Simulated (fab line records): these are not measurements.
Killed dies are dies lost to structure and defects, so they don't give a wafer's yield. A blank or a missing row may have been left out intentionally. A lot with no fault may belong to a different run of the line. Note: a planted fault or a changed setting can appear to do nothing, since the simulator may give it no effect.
The tool behind it: which one? / flow sky130 / route of 708 steps, sampled at 1 step: 13 lots, 39 wafers

WHAT THE GAUGES SHOWED, per wafer
SKY_VT_ADJUST_HVTP_OVL_MEAS_08.
lot=L325; measured=day 6 11:57; on=overlay-01; VT_ADJUST_HVTP_OVL (nm)=1.3 -1.9 0.4
lot=L327; measured=day 6 21:11; on=overlay-01; VT_ADJUST_HVTP_OVL (nm)=-1.8 -1.6 -2.1
lot=L328; measured=day 7 01:33; on=overlay-01; VT_ADJUST_HVTP_OVL (nm)=-2.1 -1.9 -1.5
lot=L329; measured=day 7 10:38; on=overlay-02; VT_ADJUST_HVTP_OVL (nm)=-3.8 -2.6 -3.3
lot=L330; measured=day 7 15:21; on=overlay-01; VT_ADJUST_HVTP_OVL (nm)=0.1 -1.2 -0.9
lot=L331; measured=day 7 20:38; on=overlay-02; VT_ADJUST_HVTP_OVL (nm)=-2.4 -1.5 -4.1
lot=L333; measured=day 8 05:54; on=overlay-02; VT_ADJUST_HVTP_OVL (nm)=-3.2 -3.2 -4.1
lot=L340; measured=day 10 09:53; on=overlay-01; VT_ADJUST_HVTP_OVL (nm)=-0.9 -2.3 -1.9
lot=L341; measured=day 10 15:29; on=overlay-02; VT_ADJUST_HVTP_OVL (nm)=-3.3 -3.9 -3.5
lot=L342; measured=day 10 18:26; on=overlay-01; VT_ADJUST_HVTP_OVL (nm)=-2.0 -1.7 -1.4
lot=L344; measured=day 11 06:42; on=overlay-02; VT_ADJUST_HVTP_OVL (nm)=-2.5 -2.2 -0.8
lot=L345; measured=day 11 12:54; on=overlay-01; VT_ADJUST_HVTP_OVL (nm)=-2.1 -1.6 -1.1
lot=L347; measured=day 12 07:14; on=overlay-02; VT_ADJUST_HVTP_OVL (nm)=-1.7 -2.3 0.3

WHICH TOOL RAN EACH LOT (tool, then ch and the chambers of the sampled wafers, then the start)
No process step before these readings appears in the record.

AS READ BY THE TOOLS THEMSELVES (means over the sampled wafers that have a number; for cases with no such wafer, the mark the record gives instead)
The record holds no such reading with a usual standard deviation.

THE ANSWER, worked out from the rows above alone
Rule: what is usual is taken from the lots themselves. The widest of any qualifying gaps counts: lots, ordered by their means at a reading, are off when they make up no more than a third of the lots, leave a main group of 4 or more, and stand apart from it by 3 or more times the standard deviation of that group's means. If all means in a main group match to the digits the tables above print for the reading, that group is not used. A lot without any number at a reading at which 4 lots or more have one is off too. Where the step has rows for the other lots, those lots are counted as sound. After the gauges, taken in route order, come the tools' own readings; for these a lot's mean is taken, as printed above. At the first step where some lot is off, the reading lying furthest off is the one used; lots without a number count as furthest.
None of the lots is off at any reading shown; this tells nothing.

WHAT HAD BEEN PUT IN BY THE SIMULATOR
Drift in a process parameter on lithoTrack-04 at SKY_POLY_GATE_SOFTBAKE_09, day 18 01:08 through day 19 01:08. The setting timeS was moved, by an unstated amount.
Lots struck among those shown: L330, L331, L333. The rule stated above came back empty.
